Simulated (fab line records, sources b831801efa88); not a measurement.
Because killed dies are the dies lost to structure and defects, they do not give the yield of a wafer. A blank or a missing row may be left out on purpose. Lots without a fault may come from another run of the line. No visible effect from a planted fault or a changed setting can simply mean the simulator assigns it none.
A struck lot beside a sound one ; flow sky130 ; 20 out of 708 route steps
Sound: these wafers, L830.1, L830.3, L830.4. The struck wafers were L843.1, L843.3, L843.6. The cause is named last.
For every step that has rows: the tool of each side, followed by ch and its chambers, followed by its first start. Under that, the readings that differ: sound wafers ; struck wafers ; difference of the means ; sigmas: that difference in standard deviations of wafers without a fault.
alike: readings with means less than 2 such deviations apart, plus words and numbers identical on both sides. not compared: withheld readings, readings lacking a value on some wafer, bounds such as >300 that could conceal the same value, and numbers that have no deviation in the record and whose values overlap.
The two part at a step that has a row with sigmas, a row that says differs or no value, or rows on one side only. Numbers that have no deviation but don't overlap get no sigmas and don't part them. A reading missing from all wafers of one side parts the sides only when that side holds two or more wafers.

first, 6 steps without rows for these wafers: SKY_DNWELL_COAT_02 (resist thk 3000 nm); SKY_DNWELL_SOFTBAKE_03; SKY_DNWELL_EXPOSE_04 (exposes mask DNM, target cd 3000 nm); SKY_DNWELL_PEB_05; SKY_DNWELL_DEVELOP_06 (develop time 60 s); SKY_DNWELL_IMPLANT_07.
SKY_DNWELL_STRIP_08: strips in O2/N2.
  sound on plasma asher-01 ch 0,1, day 4 14:54; struck on plasma asher-01 ch 0, day 6 20:12
  alike: drypump motor current A, oes product au, strip time to endpoint s
  not compared: rf hours counter h
SKY_DNWELL_TW_MEAS_09:
  struck on film metro-02, day 6 20:18; sound on film metro-02, day 4 15:00
  alike: DNWELL_TW
then, 4 steps without rows for these wafers: SKY_PWDE_DEHYDRATE_00 (time 60 s); SKY_PWDE_HMDS_01 (prime time 60 s); SKY_PWDE_COAT_02 (resist thk 3000 nm); SKY_PWDE_SOFTBAKE_03.
SKY_PWDE_EXPOSE_04: exposes mask PWDEM, target cd 840 nm.
  sound on iline stepper-02 ch 0, day 4 22:18; struck on iline stepper-01 ch 0, day 7 06:23
reading;sound;struck;difference;sigmas
mask;PWDEM#0 PWDEM#0 PWDEM#0;NWM#0 NWM#0 NWM#0;differs;
then, 2 steps without rows for these wafers: SKY_PWDE_PEB_05; SKY_PWDE_DEVELOP_06 (develop time 60 s).
SKY_PWDE_OVL_MEAS_07:
  struck on overlay-01, day 7 15:51; sound on overlay-02, day 5 06:12
reading;sound;struck;difference;sigmas
PWDE_OVL (nm);-1.3 0.4 0.9;- - -;no value on the struck wafers;
then, 1 step without rows for these wafers: SKY_PWDE_IMPLANT_08.
SKY_PWDE_STRIP_09: strips in O2/N2.
  sound on plasma asher-01 ch 0,1, day 5 06:23; struck on plasma asher-03 ch 0,1, day 7 16:02
  alike: drypump motor current A, oes product au, strip time to endpoint s
  not compared: rf hours counter h
SKY_PWDE_TW_MEAS_10:
  struck on film metro-04, day 7 16:08; sound on film metro-02, day 5 06:29
reading;sound;struck;difference;sigmas
PWDE_TW;372 374 372;31 31 31;-342;-83
then, 1 step without rows for these wafers: SKY_NWELL_DEHYDRATE_03 (time 60 s).

WHERE THEY PART
Earliest at SKY_PWDE_EXPOSE_04; latest, in this record, at SKY_PWDE_TW_MEAS_10.

WHY: what had been put in by the simulator
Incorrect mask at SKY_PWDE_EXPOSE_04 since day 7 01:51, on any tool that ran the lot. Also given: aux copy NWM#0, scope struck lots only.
